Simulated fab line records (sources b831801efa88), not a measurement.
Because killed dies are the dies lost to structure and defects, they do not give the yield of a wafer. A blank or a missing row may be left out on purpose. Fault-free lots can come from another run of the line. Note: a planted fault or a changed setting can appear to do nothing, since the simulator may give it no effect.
fab line records	flow sky130
record: lots: 7	wafers: 21	last-day: 50
route steps=708 shown PWDE@54 NWELL@56 PAD_OPEN@708
lots untouched by any fault: they come from a run of this same line in which no faults occurred
start-h: hours from the record's opening day to when the first of the lot's shown wafers began	wait-h: hours elapsed since this lot's preceding step	" repeats the value in the row above	L1.1+2: one row covering several wafers at once	- no value, or no start given	* or withheld: withheld	< > ~ a bound
route shown NAME@n: NAME is a module with steps in the file, n the number in the route of the first one	usual: mean/standard deviation of fault-free wafers	same: alike in all rows	chamber/n: place in a boat	sites: per-site readings	_std_site: their standard deviation	_edge_site: the outer-site mean with the inner-site mean subtracted	radius-mm: for every site, how far away it sits from the centre of the wafer	mask NAME#n: copy n	behind: the last tool/chamber to shape the wafer	hold: what put the lot on hold/how long, in hours/how the hold closed	device: the transistor (n, p or np) that didn't switch	end of line: the route-end tests of the same wafers	a step given without rows: its recipe and nothing more	killed: dies lost to structure and defects at the first sort, not the wafer's yield	map: a wafer's dies, x killed, . not, _ none there
set.NAME: the setting that was run; set.NAME@STEP: the one run at that earlier step	model.NAME: the simulator's own value behind a step, which no gauge read
lots at some steps of the route; a table a step, a row a wafer
services: the hour from which a tool's chamber was out of use, counted from the record's first day as start-h (under 0 if before that day), plus the number of hours and why
== steps ==
step: SKY_PWDE_STRIP_09
recipe: chemistry: O2/N2	power-w: 1400	pressure-mtorr: 1500	platen-temp-c: withheld	o2-flow-sccm: 3000	n2-flow-sccm: 300	overash-fraction: 0.5
usual: drypump-motor-current-A: 5.8/0.62	oes-product-au: 0.723/0.0047	strip-time-to-endpoint-s: 36.91/0.1
lot.wafer	tool	chamber	start-h	wait-h	drypump-motor-current-A	oes-product-au	rf-hours-counter-h	strip-time-to-endpoint-s
L989.2	plasma-asher-02	1	98.15	0.1	6.7	0.718	41	36.87
L989.4	"	1	"	"	6.7	0.723	-	36.91
L989.6	"	1	"	"	6.7	0.723	-	36.79
L994.2	plasma-asher-02	1	125.25	0.1	6.6	0.718	45	36.88
L994.3	"	1	"	"	6.7	0.726	-	36.83
L994.4	"	0	"	"	5.5	0.727	-	36.88
L998.3	plasma-asher-02	0	145.28	0.1	5.5	0.722	-	36.96
L998.5	"	1	"	"	6.7	0.729	-	36.91
L998.6	"	0	"	"	5.5	0.721	-	36.84
L100.2	plasma-asher-03	1	159.35	0.1	5.5	0.718	48	37.02
L100.3	"	1	"	"	5.5	0.718	-	36.92
L100.5	"	0	"	"	5.1	0.723	-	37.08
L101.4	plasma-asher-03	1	164.34	0.1	5.5	0.722	-	36.76
L101.5	"	1	"	"	5.5	0.727	-	36.80
L101.6	"	0	"	"	5.0	0.728	-	36.79
L105.1	plasma-asher-02	1	184.09	0.1	6.7	0.722	50	36.91
L105.4	"	0	"	"	5.5	0.728	-	36.90
L105.6	"	0	"	"	5.5	0.728	-	36.95
L106.1	plasma-asher-02	1	194.65	0.1	6.7	0.725	51	37.02
L106.4	"	1	"	"	6.7	0.728	-	37.03
L106.6	"	0	"	"	5.5	0.718	-	37.08
step: SKY_PWDE_TW_MEAS_10
usual: PWDE_TW: 368/3.2
lot.wafer	tool	chamber	start-h	wait-h	PWDE_TW
L989.2	film-metro-04	-	98.26	0.1	372
L989.4	"	-	"	"	373
L989.6	"	-	"	"	372
L994.2	film-metro-02	-	125.36	0.1	368
L994.3	"	-	"	"	369
L994.4	"	-	"	"	367
L998.3	film-metro-02	-	145.36	0.1	367
L998.5	"	-	"	"	368
L998.6	"	-	"	"	366
L100.2	film-metro-02	-	159.46	0.1	367
L100.3	"	-	"	"	367
L100.5	"	-	"	"	367
L101.4	film-metro-02	-	164.43	0.1	366
L101.5	"	-	"	"	368
L101.6	"	-	"	"	367
L105.1	film-metro-04	-	184.19	0.1	369
L105.4	"	-	"	"	368
L105.6	"	-	"	"	369
L106.1	film-metro-02	-	194.75	0.1	369
L106.4	"	-	"	"	366
L106.6	"	-	"	"	369
step: SKY_NWELL_DEHYDRATE_03
recipe: temp-c: 200	time-s: 60
step: SKY_NWELL_HMDS_04
recipe: prime-time-s: 60	prime-temp-c: 120
step: SKY_NWELL_COAT_05
recipe: spin-rpm: 2000	resist-thk-nm: 3000
step: SKY_NWELL_SOFTBAKE_06
recipe: temp-c: 110	time-s: withheld
step: SKY_NWELL_EXPOSE_07
recipe: mask-id: NWM	na: 0.6	source-shape: conventional	sigma-outer: 0.6	polarization: unpolarized	target-cd-nm: 840	dose-mj: 255
step: SKY_NWELL_PEB_08
recipe: temp-c: 115	time-s: withheld
step: SKY_NWELL_DEVELOP_09
recipe: wall-angle-deg: 90	developer: TMAH	develop-time-s: 60	dev-temp-c: 23
step: SKY_NWELL_OVL_MEAS_10
usual: NWELL_00_OVL: -1.7/1.4
lot.wafer	tool	chamber	start-h	wait-h	NWELL_00_OVL[nm]
L989.2	overlay-01	-	115.92	-	-2.0
L989.4	"	-	"	"	-1.2
L989.6	"	-	"	"	-1.2
L994.2	overlay-01	-	143.72	-	-0.3
L994.3	"	-	"	"	-0.8
L994.4	"	-	"	"	-1.5
L998.3	overlay-01	-	164.88	-	-1.3
L998.5	"	-	"	"	-0.4
L998.6	"	-	"	"	0.2
L100.2	overlay-02	-	179.72	-	0.3
L100.3	"	-	"	"	-2.3
L100.5	"	-	"	"	-0.6
L101.4	overlay-02	-	184.49	-	-1.4
L101.5	"	-	"	"	-2.3
L101.6	"	-	"	"	-1.2
L105.1	overlay-02	-	205.77	-	-2.7
L105.4	"	-	"	"	-1.4
L105.6	"	-	"	"	-2.4
L106.1	overlay-02	-	216.82	-	-3.2
L106.4	"	-	"	"	-1.0
L106.6	"	-	"	"	-2.7
step: SKY_NWELL_IMPLANT_11
recipe: species: P	energy-kev: 392.7	dose-cm2: 1.9e+13	tilt-deg: withheld
step: SKY_NWELL_IMPLANT_12
recipe: species: P	energy-kev: 120	dose-cm2: 1.3e+12	tilt-deg: withheld
step: SKY_NWELL_IMPLANT_13
recipe: species: P	energy-kev: 50	dose-cm2: 7e+11	tilt-deg: withheld
usual: dose-ions-cm2: 7.001e+11/7.8e+08	faraday-current-uA: 3.94/0.077
lot.wafer	tool	chamber	start-h	wait-h	dose-ions-cm2	faraday-current-uA
L989.2	implanter-01	0	116.28	0.1	6.993e+11	4.04
L989.4	"	0	"	"	7.006e+11	3.97
L989.6	"	0	"	"	6.997e+11	3.96
L994.2	implanter-04	0	144.08	0.1	6.992e+11	3.97
L994.3	"	0	"	"	6.993e+11	3.95
L994.4	"	0	"	"	6.99e+11	3.80
L998.3	implanter-04	0	165.25	0.1	6.089e+11	3.42
L998.5	"	0	"	"	6.092e+11	3.57
L998.6	"	0	"	"	6.082e+11	3.47
L100.2	implanter-04	0	180.08	0.1	6.081e+11	3.47
L100.3	"	0	"	"	6.074e+11	3.49
L100.5	"	0	"	"	6.072e+11	3.42
L101.4	implanter-04	0	184.88	0.1	6.079e+11	3.37
L101.5	"	0	"	"	6.096e+11	3.46
L101.6	"	0	"	"	6.085e+11	3.45
L105.1	implanter-03	0	206.10	0.1	7.007e+11	4.10
L105.4	"	0	"	"	7.012e+11	3.84
L105.6	"	0	"	"	7.003e+11	3.94
L106.1	implanter-03	0	217.15	0.1	6.982e+11	3.96
L106.4	"	0	"	"	6.993e+11	3.90
L106.6	"	0	"	"	6.993e+11	3.94
step: SKY_NWELL_STRIP_14
recipe: chemistry: O2/N2	power-w: 1400	pressure-mtorr: 1500	platen-temp-c: withheld	o2-flow-sccm: 3000	n2-flow-sccm: 300	overash-fraction: 0.5
usual: drypump-motor-current-A: 5.3/0.35	oes-product-au: 0.722/0.0042	strip-time-to-endpoint-s: 36.89/0.1
lot.wafer	tool	chamber	start-h	wait-h	drypump-motor-current-A	oes-product-au	rf-hours-counter-h	strip-time-to-endpoint-s
L989.2	plasma-asher-01	1	116.40	0.1	5.0	0.723	31	36.99
L989.4	"	0	"	"	5.4	0.711	-	36.99
L989.6	"	0	"	"	5.4	0.722	-	36.97
L994.2	plasma-asher-03	1	144.20	0.1	5.5	0.725	47	36.82
L994.3	"	0	"	"	5.1	0.716	-	36.67
L994.4	"	1	"	"	5.5	0.726	-	36.69
L998.3	plasma-asher-03	0	165.38	0.1	5.1	0.718	-	36.88
L998.5	"	1	"	"	5.5	0.718	-	36.85
L998.6	"	0	"	"	5.1	0.724	-	36.89
L100.2	plasma-asher-03	0	180.20	0.1	5.1	0.729	51	37.09
L100.3	"	0	"	"	5.1	0.723	-	37.05
L100.5	"	0	"	"	5.1	0.724	-	36.99
L101.4	plasma-asher-03	1	184.99	0.1	5.5	0.725	-	36.97
L101.5	"	1	"	"	5.5	0.721	-	37.04
L101.6	"	0	"	"	5.1	0.727	-	36.90
L105.1	plasma-asher-03	1	206.25	0.1	5.5	0.723	53	36.72
L105.4	"	1	"	"	5.5	0.725	-	36.87
L105.6	"	1	"	"	5.5	0.721	-	36.91
L106.1	plasma-asher-03	1	217.30	0.1	5.5	0.720	54	37.03
L106.4	"	1	"	"	5.5	0.729	-	37.05
L106.6	"	1	"	"	5.5	0.721	-	36.92
step: SKY_PAD_OPEN_PROBE_99
usual: killed_at_M0_to_M3: 44/7.9	killed_at_M4_up: 3.1/2	killed-at-contacts: 23/4.9	killed-at-front-end: 15/3.9	killed-at-other: 0.2/0.49	killed-dies: 86/10	killed-open: 47/7.1	killed-short: 39/7.1
same: gross-dies: 492	killed-at-back-side: 0
lot.wafer	tool	chamber	start-h	wait-h	killed_at_M0_to_M3	killed_at_M4_up	killed-at-contacts	killed-at-front-end	killed-at-other	killed-dies	killed-open	killed-short	model.etest.pfet-g5v0d10v5.off-log10-a-um	model.etest.pfet_01v8_lvt.off-log10-a-um	model.etest.pfet-g5v0d10v5.vt-sat-v	model.etest.pfet_16v.vt-v	model.etest.pfet-g5v0d10v5.vt-v	model.etest.pfet-g5v0d10v5.vt-long-v	model.etest.pfet_01v8_lvt.vt-sat-v	model.etest.pfet_01v8_lvt.vt-v
L989.2	prober-01	-	1110.49	0.1	39	3	28	14	0	84	33	50	-12.79	-9.555	-0.6497	-1.118	-0.8324	-0.9488	-0.4956	-0.5812
L989.4	prober-01	-	1110.59	0.2	33	4	22	19	0	78	37	39	-13.3	-9.457	-0.7182	-1.123	-0.9029	-0.9495	-0.4883	-0.5742
L989.6	prober-01	-	1110.69	0.2	31	0	24	18	1	74	33	41	-13.07	-9.493	-0.6721	-1.122	-0.853	-0.9433	-0.4944	-0.5772
L994.2	prober-02	-	1142.66	0.1	53	2	22	21	0	98	53	45	-12.97	-9.389	-0.6564	-1.113	-0.8481	-0.947	-0.4807	-0.5668
L994.3	prober-02	-	1142.71	0.2	43	2	33	15	2	95	50	44	-12.66	-9.38	-0.653	-1.113	-0.8335	-0.9384	-0.4843	-0.5632
L994.4	prober-02	-	1142.76	0.2	34	4	25	17	0	80	38	42	-12.64	-9.459	-0.6506	-1.112	-0.8438	-0.9429	-0.4783	-0.5642
L100.2	prober-02	-	1168.57	0.1	38	0	28	18	0	84	54	30	-12.24	-8.678	-0.6103	-1.073	-0.8126	-0.909	-0.4375	-0.5331
L100.3	prober-02	-	1168.62	0.2	39	4	17	15	0	75	40	35	-12.13	-8.681	-0.6005	-1.061	-0.7948	-0.8976	-0.4386	-0.5298
L100.5	prober-02	-	1168.72	0.2	53	6	25	16	0	100	54	46	-12.08	-8.694	-0.589	-1.058	-0.7919	-0.8936	-0.4348	-0.5277
L101.4	prober-02	-	1173.98	0.2	47	5	31	22	0	105	55	50	-12.61	-8.744	-0.638	-1.089	-0.8281	-0.9163	-0.4426	-0.5378
L101.5	prober-02	-	1174.03	0.2	37	2	18	15	0	72	36	36	-12.79	-8.709	-0.6529	-1.092	-0.8446	-0.9218	-0.443	-0.5384
L101.6	prober-02	-	1174.08	0.2	32	1	19	16	0	68	43	25	-12.34	-8.655	-0.6197	-1.085	-0.8097	-0.9132	-0.4325	-0.5287
L105.1	prober-01	-	1186.32	0.1	50	0	20	16	1	87	50	35	-12.58	-9.115	-0.6559	-1.12	-0.8548	-0.9483	-0.4704	-0.5598
L105.4	prober-01	-	1186.47	0.2	60	3	25	16	2	106	49	57	-12.76	-9.149	-0.6669	-1.114	-0.8567	-0.9397	-0.4778	-0.5599
L105.6	prober-01	-	1186.57	0.2	28	4	19	14	0	65	36	29	-12.62	-9.25	-0.6426	-1.113	-0.8377	-0.9467	-0.4734	-0.5598
L106.1	prober-02	-	1195.55	0.1	47	6	18	19	0	90	52	38	-12.65	-9.08	-0.6497	-1.108	-0.8373	-0.9401	-0.4711	-0.5597
L106.4	prober-02	-	1195.70	0.2	36	2	27	14	1	80	44	36	-12.61	-8.997	-0.6465	-1.113	-0.8433	-0.9436	-0.4655	-0.557
L106.6	prober-02	-	1195.80	0.2	47	5	20	16	0	88	51	37	-12.59	-9.05	-0.6555	-1.111	-0.8528	-0.9398	-0.4579	-0.5506
killed by level:class
L989.2 LOCAL_INTERCONNECT:geometric-particle:short=10 METAL2:geometric-particle:short=7 CONTACT:geometric-particle:short=6 CONTACT:geometric-particle:open=6 VIA1:geometric-particle:open=5 VIA1:geometric-particle:short=5 VIA2:geometric-particle:short=5 FIELD_ISO:geometric-particle:open=4
L989.4 VIA1:geometric-particle:open=9 CONTACT:geometric-particle:open=8 POLY_GATE:geometric-particle:short=6 VIA1:geometric-particle:short=6 METAL2:geometric-particle:short=5 SPACER:geometric-particle:open=4 LI_CONTACT:geometric-particle:open=4 LOCAL_INTERCONNECT:geometric-particle:short=4
L989.6 VIA1:geometric-particle:open=10 LOCAL_INTERCONNECT:geometric-particle:short=9 CONTACT:geometric-particle:short=8 FIELD_ISO:geometric-particle:short=6 CONTACT:geometric-particle:open=6 METAL2:geometric-particle:short=5 VIA3:geometric-particle:open=5 SPACER:geometric-particle:short=4
L994.2 VIA1:geometric-particle:open=10 VIA3:geometric-particle:open=8 LI_CONTACT:geometric-particle:open=7 METAL1:geometric-particle:short=7 VIA1:geometric-particle:short=7 METAL2:geometric-particle:short=7 FIELD_ISO:geometric-particle:open=6 VIA2:geometric-particle:open=6
L994.3 VIA1:geometric-particle:open=13 CONTACT:geometric-particle:open=12 CONTACT:geometric-particle:short=8 METAL2:geometric-particle:short=8 LI_CONTACT:geometric-particle:open=5 VIA3:geometric-particle:open=5 METAL1:geometric-particle:short=5 FIELD_ISO:geometric-particle:short=4
L994.4 CONTACT:geometric-particle:open=9 LI_CONTACT:geometric-particle:open=7 FIELD_ISO:geometric-particle:short=6 LI_CONTACT:geometric-particle:short=5 METAL2:geometric-particle:short=5 VIA2:geometric-particle:open=5 METAL1:geometric-particle:short=4 VIA3:geometric-particle:short=4
L100.2 LI_CONTACT:geometric-particle:open=14 VIA1:geometric-particle:open=11 CONTACT:geometric-particle:open=9 METAL1:geometric-particle:short=7 FIELD_ISO:geometric-particle:short=5 POLY_GATE:geometric-particle:short=5 VIA1:geometric-particle:short=5 VIA2:geometric-particle:open=5
L100.3 VIA3:geometric-particle:open=11 VIA1:geometric-particle:open=6 CONTACT:geometric-particle:open=5 CONTACT:geometric-particle:short=5 FIELD_ISO:geometric-particle:short=4 VIA1:geometric-particle:short=4 FIELD_ISO:geometric-particle:open=3 POLY_GATE:geometric-particle:short=3
L100.5 VIA1:geometric-particle:open=13 LI_CONTACT:geometric-particle:open=9 VIA3:geometric-particle:open=8 CONTACT:geometric-particle:open=6 METAL4:geometric-particle:short=6 VIA2:geometric-particle:short=6 LI_CONTACT:geometric-particle:short=5 METAL1:geometric-particle:short=5
L101.4 CONTACT:geometric-particle:open=12 VIA1:geometric-particle:open=10 LI_CONTACT:geometric-particle:open=9 VIA3:geometric-particle:open=8 POLY_GATE:geometric-particle:short=7 METAL2:geometric-particle:short=6 VIA1:geometric-particle:short=5 METAL1:geometric-particle:short=5
L101.5 CONTACT:geometric-particle:open=8 VIA1:geometric-particle:short=7 FIELD_ISO:geometric-particle:short=5 VIA1:geometric-particle:open=5 LI_CONTACT:geometric-particle:open=4 METAL1:geometric-particle:short=4 VIA2:geometric-particle:open=4 POLY_GATE:geometric-particle:open=3
L101.6 VIA1:geometric-particle:open=9 LI_CONTACT:geometric-particle:open=8 VIA2:geometric-particle:open=7 CONTACT:geometric-particle:open=5 CONTACT:geometric-particle:short=4 VIA1:geometric-particle:short=4 FIELD_ISO:geometric-particle:short=3 POLY_GATE:geometric-particle:short=3
L105.1 VIA3:geometric-particle:open=10 VIA2:geometric-particle:open=8 VIA1:geometric-particle:open=7 VIA1:geometric-particle:short=7 METAL1:geometric-particle:short=6 LOCAL_INTERCONNECT:geometric-particle:short=5 CONTACT:geometric-particle:short=5 CONTACT:geometric-particle:open=4
L105.4 METAL1:geometric-particle:short=12 CONTACT:geometric-particle:open=10 VIA3:geometric-particle:open=9 VIA1:geometric-particle:open=8 POLY_GATE:geometric-particle:short=8 VIA1:geometric-particle:short=7 VIA2:geometric-particle:open=6 CONTACT:geometric-particle:short=5
L105.6 CONTACT:geometric-particle:open=8 VIA3:geometric-particle:open=7 FIELD_ISO:geometric-particle:short=5 POLY_GATE:geometric-particle:open=4 LI_CONTACT:geometric-particle:open=4 LI_CONTACT:geometric-particle:short=4 METAL1:geometric-particle:short=4 VIA1:geometric-particle:open=4
L106.1 VIA3:geometric-particle:open=10 VIA1:geometric-particle:open=9 VIA2:geometric-particle:open=7 VIA1:geometric-particle:short=6 METAL3:geometric-particle:open=6 FIELD_ISO:geometric-particle:open=5 LOCAL_INTERCONNECT:geometric-particle:short=5 CONTACT:geometric-particle:short=5
L106.4 CONTACT:geometric-particle:open=12 VIA1:geometric-particle:open=7 METAL1:geometric-particle:short=6 FIELD_ISO:geometric-particle:open=5 CONTACT:geometric-particle:short=5 METAL3:geometric-particle:short=5 METAL2:geometric-particle:short=5 VIA2:geometric-particle:open=5
L106.6 FIELD_ISO:geometric-particle:open=10 VIA1:geometric-particle:open=9 VIA2:geometric-particle:open=8 LI_CONTACT:geometric-particle:open=7 VIA3:geometric-particle:open=7 METAL2:geometric-particle:short=6 METAL3:geometric-particle:short=6 CONTACT:geometric-particle:open=5
== services ==
tool	chamber	start-h	hours	kind
plasma-asher-02	-	81.77	1.3	repair
implanter-04	-	111.20	16.9	pm
implanter-01	-	133.62	1.6	repair
implanter-04	-	134.32	3.9	pm
implanter-01	-	147.70	1.8	repair
plasma-asher-03	-	168.11	0.9	repair
implanter-01	-	194.71	5.2	repair
implanter-01	-	195.79	10.5	repair
implanter-03	-	210.03	4.1	pm
== key ==
first-sign: step: SKY_NWELL_IMPLANT_13	reading: dose-ions-cm2	direction: down	sigmas: 99+	usual: *	struck: *
effect: step: SKY_NWELL_IMPLANT_13	reading: faraday-current-uA	direction: down	sigmas: 6.3	usual: 3.94	struck: 3.46
model-effect: step: SKY_PAD_OPEN_PROBE_99	value: etest.pfet-g5v0d10v5.off-log10-a-um	without: -12.81	struck: -12.36
met-at SKY_NWELL_IMPLANT_13
struck-wafers L998.3,L998.5,L998.6,L100.2,L100.3,L100.5,L101.4,L101.5,L101.6
rows-end L998.3,L998.5,L998.6
tester-left-out L100,L101
onset-between 144.08 165.25
fault: kind: process-parameter-drift	tool: implanter-04	chamber: -	onset-h: 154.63	steps: SKY_NWELL_IMPLANT_13	channel: dose-cm2	offset: *	shape: step	end-h: 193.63	acts-in: *	stated: *
tester-left-out: of these lots the tester's yield and bins aren't shown, on N5 and GAA mostly nor the transistor test; their killed dies are dies lost to structure and defects alone, not to doping, threshold or leakage, so they don't give the yield
rows-end: these wafers met a further fault down the route, and their rows from its step on are left out
